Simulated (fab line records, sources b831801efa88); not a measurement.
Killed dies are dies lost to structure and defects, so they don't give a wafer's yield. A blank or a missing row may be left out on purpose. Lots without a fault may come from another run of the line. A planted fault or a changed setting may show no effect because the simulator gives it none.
Which tool did it? | flow gf180mcu | 7 lots, 21 wafers sampled, at 1 step of a route of 602

WHAT THE GAUGES READ, wafer by wafer
GF_SALICIDE_THK_MEAS_05: measures by xrf.
lot  | measured     | on            | SALICIDE_TIN_THK (nm)
L384 | day 16 12:49 | film_metro-04 | 20.2 20.0 19.9
L386 | day 17 10:18 | film_metro-01 | 20.3 20.3 20.2
L388 | day 18 04:16 | film_metro-01 | 20.4 19.9 20.3
L390 | day 18 18:33 | film_metro-04 | 20.5 20.4 20.3
L394 | day 20 01:17 | film_metro-03 | 20.2 20.2 20.0
L398 | day 21 12:24 | film_metro-03 | 20.6 20.6 20.5
L403 | day 23 02:28 | film_metro-04 | 20.4 20.4 20.3

WHICH TOOL RAN EACH LOT (tool, then ch and the chambers of the sampled wafers, then the start)
The record holds no process step before these readings.

THE ANSWER, worked out from the rows above alone
Rule: what is usual is taken from the lots themselves. Put in order of their means at a reading, lots are off if they are a third of the lots or fewer, leave a main group of 4 or more, and stand apart from it by a gap of 3 or more times the standard deviation of the main group's means; of several such gaps the widest counts. A main group whose means are all the same, to the digits that the tables above print for the reading, isn't used. A lot without any number at a reading at which 4 lots or more have one is off too. The other lots that the step has rows for count as sound.
No lot is off at any reading shown: from this, nothing can be told.

WHAT THE SIMULATOR HAD PUT IN
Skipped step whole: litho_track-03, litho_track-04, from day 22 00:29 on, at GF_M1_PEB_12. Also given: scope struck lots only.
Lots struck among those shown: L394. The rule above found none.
